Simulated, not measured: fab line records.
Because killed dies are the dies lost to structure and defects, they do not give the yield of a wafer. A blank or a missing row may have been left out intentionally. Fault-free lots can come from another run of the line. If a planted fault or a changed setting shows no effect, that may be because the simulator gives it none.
What tool caused it? | flow sky130 | Sampling: 11 lots, 33 wafers, 5 of 708 route steps

## WHAT THE GAUGES SHOWED, per wafer
SKY_FIELD_ISO_CD_MEAS_13: the cd target is 150 nm. Usual: cdNm at 150.5 nm, with a standard deviation of 1.4.
lot  | measured    | on       | cdNm (nm)         | flag
L117 | day 2 05:37 | cdSem-02 | 147.3 148.6 147.3 | 
L118 | day 2 09:01 | cdSem-01 | 149.2 148.9 151.0 | 
L119 | day 2 15:48 | cdSem-01 | 150.3 151.2 150.5 | 
L123 | day 3 13:19 | cdSem-01 | 151.4 151.8 152.0 | 
L124 | day 3 16:49 | cdSem-01 | 151.2 151.0 149.4 | 
L125 | day 3 23:47 | cdSem-01 | 154.1 153.1 152.4 | 
L128 | day 4 14:06 | cdSem-01 | 150.1 150.5 150.1 | 
L131 | day 5 05:49 | cdSem-01 | 153.3 154.0 152.1 | 
L132 | day 5 10:20 | cdSem-01 | 153.2 151.4 151.6 | 
L139 | day 7 03:21 | cdSem-01 | 150.6 149.0 149.9 | 
L140 | day 7 03:52 | cdSem-01 | 152.0 150.5 150.5 | 

SKY_VT_ADJUST_HVTR_OVL_MEAS_08. Usual: VT_ADJUST_HVTR_OVL gives 0.4 nm (standard deviation 1.5).
lot  | measured     | on         | VT_ADJUST_HVTR_OVL (nm) | flag
L117 | day 9 11:26  | overlay-01 | -0.4 -1.1 0.9           | 
L118 | day 9 15:19  | overlay-01 | -0.2 -1.8 -3.0          | 
L119 | day 10 00:46 | overlay-02 | 0.2 -3.0 -3.1           | 
L123 | day 11 04:28 | overlay-01 | 2.9 0.3 2.1             | 
L124 | day 11 16:31 | overlay-01 | 0.5 0.2 0.8             | 
L125 | day 11 22:49 | overlay-01 | 1.6 0.8 -0.1            | 
L128 | day 12 19:19 | overlay-02 | 0.4 -0.7 0.4            | 
L131 | day 13 19:55 | overlay-01 | 0.7 2.8 -0.2            | 
L132 | day 14 00:07 | overlay-01 | 2.1 0.3 -0.4            | 
L139 | day 16 15:02 | overlay-02 | -2.6 0.4 0.0            | 
L140 | day 16 16:52 | overlay-02 | -1.2 1.1 0.4            | 

SKY_SONOS_ONO_THK_MEAS_05. Usual: SONOS_ONO_CVD_04_THK gives 5.75 nm (standard deviation 0.098).
lot  | measured     | on           | SONOS_ONO_CVD_04_THK (nm)     | flag
L117 | day 11 14:31 | filmMetro-02 | 5.77 5.75 5.92                | 
L118 | day 11 18:36 | filmMetro-03 | 5.75 5.69 5.69                | 
L119 | day 12 05:28 | filmMetro-01 | 5.82 5.83 5.96                | 
L123 | day 13 10:06 | filmMetro-03 | 5.75 5.74 5.63                | 
L124 | day 14 02:10 | filmMetro-02 | 5.82 5.78 5.66                | 
L125 | day 14 06:38 | filmMetro-03 | 6.04 5.93 5.93                | 
L128 | day 15 06:31 | filmMetro-03 | 6.10 6.06 6.08 6.11 6.06 6.09 | OFF
L131 | day 16 09:32 | filmMetro-01 | 5.89 5.76 5.82                | 
L132 | day 16 20:56 | filmMetro-02 | 5.76 5.72 5.66                | 
L139 | day 19 08:22 | filmMetro-01 | 5.76 5.81 5.76                | 
L140 | day 19 09:36 | filmMetro-03 | 5.87 5.90 5.99                | 

SKY_RES_PROTECT_TW_MEAS_08. Usual: POLY_GATE_TW gives 4016 (standard deviation 44).
lot  | measured     | on           | POLY_GATE_TW   | flag
L117 | day 14 22:40 | filmMetro-03 | 3973 3993 3959 | 
L118 | day 15 05:15 | filmMetro-01 | 4020 4012 4035 | 
L119 | day 15 16:48 | filmMetro-01 | 4006 4007 3997 | 
L123 | day 17 03:20 | filmMetro-04 | 4108 4096 4092 | 
L124 | day 17 19:10 | filmMetro-01 | 3959 3983 3954 | 
L125 | day 18 00:43 | filmMetro-04 | 4053 4085 4058 | 
L128 | day 19 03:28 | filmMetro-03 | 4028 4001 4029 | 
L131 | day 20 10:24 | filmMetro-03 | 4015 4030 4024 | 
L132 | day 20 19:00 | filmMetro-01 | 3989 4012 4011 | 
L139 | day 23 11:31 | filmMetro-01 | 3984 3984 3996 | 
L140 | day 23 11:51 | filmMetro-03 | 4005 4018 4014 | 

## WHAT TOOL EACH LOT RAN ON (gives the tool, then ch and the chambers of the sampled wafers, and finally the start)
lot  | SKY_SONOS_ONO_CVD_04
L117 | lpcvd-03 ch 1, day 11 13:14
L118 | lpcvd-03 ch 0, day 11 17:20
L119 | lpcvd-03 ch 1, day 12 04:13
L123 | lpcvd-03 ch 0, day 13 08:50
L124 | lpcvd-03 ch 0, day 14 00:55
L125 | lpcvd-03 ch 0, day 14 05:23
L128 | lpcvd-03 ch 1, day 15 05:16
L131 | lpcvd-03 ch 0, day 16 08:17
L132 | lpcvd-03 ch 0, day 16 19:41
L139 | lpcvd-03 ch 1, day 19 07:05
L140 | lpcvd-03 ch 0, day 19 08:20
- SKY_SONOS_ONO_CVD_04: deposits SiO2 from SiH4/N2O, target thk 5.7199 nm.

## WHAT THE TOOLS THEMSELVES READ (means of the sampled wafers that have a number; where no wafer has one, the mark that the record gives instead)
SKY_SONOS_ONO_CVD_04. Usual: pressureMtorr 400.1 mTorr, standard deviation 0.77; susceptorTempC 900.0 C, standard deviation 0.35.
lot  | tool     | pressureMtorr (mTorr) | susceptorTempC (C) | flag
L117 | lpcvd-03 | 399.9                 | 900.3              | 
L118 | lpcvd-03 | 399.8                 | 900.1              | 
L119 | lpcvd-03 | 400.6                 | 900.1              | 
L123 | lpcvd-03 | 401.4                 | 900.1              | 
L124 | lpcvd-03 | 400.0                 | 899.6              | 
L125 | lpcvd-03 | 400.4                 | 899.8              | 
L128 | lpcvd-03 | 479.6                 | 900.0              | OFF
L131 | lpcvd-03 | 399.6                 | 899.7              | 
L132 | lpcvd-03 | 400.2                 | 899.8              | 
L139 | lpcvd-03 | 400.8                 | 900.1              | 
L140 | lpcvd-03 | 400.2                 | 900.6              | 

## THE ANSWER, worked out from the rows above alone
Rule: a lot counts as off when the mean over its wafers that have a number is more than 3 standard deviations away from the usual mean. A lot without any number at a reading at which 4 lots or more have one is off too. Any other lot the step has rows for is counted as sound. First the gauges in route order, then the tools' own readings, where a lot's mean is used as printed above. At the first step where some lot is off, the reading lying furthest off is the one used; lots without a number count as furthest.
Off: L128, seen at SKY_SONOS_ONO_THK_MEAS_05 (SONOS_ONO_CVD_04_THK).
A tool fits if, at a process step before that reading, it ran every lot that is off, and no sound lot after the first of them. The gauges at SKY_SONOS_ONO_THK_MEAS_05 aren't tried: what is off there is off at SKY_SONOS_ONO_CVD_04 too, on other tools, and a gauge's error can't cause that. None of those tried fits.

## WHAT THE SIMULATOR HAD PUT IN
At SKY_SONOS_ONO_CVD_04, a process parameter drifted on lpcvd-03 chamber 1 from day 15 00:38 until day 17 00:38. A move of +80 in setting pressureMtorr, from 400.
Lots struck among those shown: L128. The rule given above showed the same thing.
